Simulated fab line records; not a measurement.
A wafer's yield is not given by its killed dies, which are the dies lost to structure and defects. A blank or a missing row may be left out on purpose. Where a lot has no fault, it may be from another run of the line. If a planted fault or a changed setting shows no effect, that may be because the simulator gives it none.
Comparing a struck lot with a sound one :: flow sky130 :: 39 steps out of a route of 708
Sound: the wafers L866.1, L866.2, L866.4. Struck: wafers L871.1, L871.2, L871.6. The cause is named last.
At each step with rows: each side's tool, then ch and its chambers, then its first start. Under that, the readings that differ: sound wafers :: struck wafers :: difference of the means :: sigmas: that difference in standard deviations of wafers without a fault.
alike: a reading whose means differ by less than 2 such deviations, as well as words and numbers matching on both sides. not compared: withheld readings; readings where some wafer has no value; bounds like >300 that might hide an equal value; numbers whose values overlap and for which the record gives no deviation.
The two part at a step that has a row with sigmas, a row that says differs or no value, or rows on one side only. Non-overlapping numbers with no deviation appear without sigmas and do not part them. A reading that every wafer of one side lacks parts them only if that side has two wafers or more.

first, 10 steps without rows for these wafers: SKY_METAL5_SPUTTER_03 (material Ti, target thk 5 nm, time 3.3 s); SKY_METAL5_SPUTTER_04 (material TiN, target thk 70 nm, time 58.3 s); SKY_METAL5_DEHYDRATE_07 (time 60 s); SKY_METAL5_HMDS_08 (prime time 60 s); SKY_METAL5_COAT_09 (resist thk 1800 nm); SKY_METAL5_SOFTBAKE_10 (time 60 s); SKY_METAL5_EXPOSE_11 (exposes mask MM5, target cd 1600 nm); SKY_METAL5_PEB_12; SKY_METAL5_DEVELOP_13 (develop time 60 s); SKY_METAL5_DESCUM_14 (chemistry O2, time 11 s).
SKY_METAL5_METAL_ETCH_15: etches the open film in Cl2/BCl3, stops on SiO2, target depth 1260 nm, time 252 s.
  sound on rie_metal-04 ch 0,1, day 47 03:41; struck on rie_metal-04 ch 0,1, day 48 07:26
reading: oes_product_au (a.u.)
sound: 0.888 0.896 0.892
struck: 0.903 0.902 0.901
difference: +0.010
sigmas: +2
  alike: drypump_motor_current_A, he_backside_leak_sccm, throttle_valve_pct
  not compared: rf_hours_counter_h
then, 27 steps without rows for these wafers: SKY_METAL5_STRIP_16 (strips in O2/N2); SKY_METAL5_STRIP_17 (strips in post etch residue remover, time 1200 s); SKY_METAL5_CLEAN_18 (cleans in IPA, time 180 s); SKY_METAL5_CLEAN_19 (cleans in O3/DIW); SKY_PASSIVATION_CVD_00 (deposits SiO2, target thk 90 nm); SKY_PASSIVATION_CVD_02 (deposits Si3N4, target thk 540 nm); SKY_PASSIVATION_DEHYDRATE_04 (time 60 s); SKY_PASSIVATION_HMDS_05 (prime time 60 s); SKY_PASSIVATION_COAT_06 (resist thk 3000 nm); SKY_PASSIVATION_SOFTBAKE_07; SKY_PASSIVATION_EXPOSE_08 (exposes mask NSM, target cd 3000 nm); SKY_PASSIVATION_PEB_09; SKY_PASSIVATION_DEVELOP_10 (develop time 60 s); SKY_PASSIVATION_ETCH_11 (etches the open film in CF4/O2, stops on AlCu, target depth 725 nm, time 163.9 s); SKY_PASSIVATION_STRIP_12 (strips in O2/N2); SKY_PAD_OPEN_DEHYDRATE_00 (time 60 s); SKY_PAD_OPEN_HMDS_01 (prime time 60 s); SKY_PAD_OPEN_COAT_02 (resist thk 3000 nm); SKY_PAD_OPEN_SOFTBAKE_03; SKY_PAD_OPEN_EXPOSE_04 (exposes mask PDM, target cd 60000 nm); SKY_PAD_OPEN_PEB_05; SKY_PAD_OPEN_DEVELOP_06 (develop time 60 s); SKY_PAD_OPEN_ETCH_07 (etches the open film in CF4/O2, stops on AlCu, target depth 725 nm, time 161.1 s); SKY_PAD_OPEN_STRIP_08 (strips in O2/N2); SKY_PAD_OPEN_STRIP_09 (strips in post etch residue remover, time 1200 s); SKY_PAD_OPEN_CLEAN_10 (cleans in IPA, time 180 s); SKY_PAD_OPEN_CLEAN_11 (cleans in O3/DIW).
SKY_PAD_OPEN_PROBE_99:
  struck on prober-02, day 49 22:47; sound on prober-01, day 48 21:03
reading: defect_limited_yield (%)
sound: 83.1 80.7 80.3
struck: 74.2 76.0 73.8
difference: -6.7
sigmas: -4

reading: killed_at_M4_up
sound: 2 4 5
struck: 52 33 52
difference: +42
sigmas: +26

reading: killed_dies
sound: 83 95 97
struck: 127 118 129
difference: +33
sigmas: +4

reading: sort_bin_3_pad_short (%)
sound: 0.8 0.4 1.2
struck: 2.6 2.0 3.0
difference: +1.7
sigmas: +4

reading: sort_bin_5_function (%)
sound: 10.2 12.2 12.6
struck: 16.3 14.6 15.9
difference: +3.9
sigmas: +3

reading: sort_n_pass
sound: 409 397 395
struck: 365 374 363
difference: -33
sigmas: -4

reading: sort_yield_pct (%)
sound: 83.1 80.7 80.3
struck: 74.2 76.0 73.8
difference: -6.7
sigmas: -4

reading: model.etest.tester.sort_n_pass
sound: 409 397 395
struck: 365 374 363
difference: -33
sigmas: 

reading: model.etest.tester.sort_yield_pct (%)
sound: 83.13 80.69 80.28
struck: 74.19 76.02 73.78
difference: -6.70
sigmas: 

reading: model.etest.tester.sort_bin_5_pct (%)
sound: 10.16 12.2 12.6
struck: 16.26 14.63 15.85
difference: +3.93
sigmas: 

reading: model.etest.tester.sort_bin_3_pct (%)
sound: 0.813 0.4065 1.22
struck: 2.642 2.033 3.049
difference: +1.761
sigmas: 
  alike: killed_at_M0_to_M3, killed_at_contacts, killed_at_front_end, killed_at_other, killed_open, killed_short, sort_bin_6_memory

WHERE THEY PART
Earliest at SKY_METAL5_METAL_ETCH_15; latest, in this record, at SKY_PAD_OPEN_PROBE_99.

WHY: what had been put in by the simulator
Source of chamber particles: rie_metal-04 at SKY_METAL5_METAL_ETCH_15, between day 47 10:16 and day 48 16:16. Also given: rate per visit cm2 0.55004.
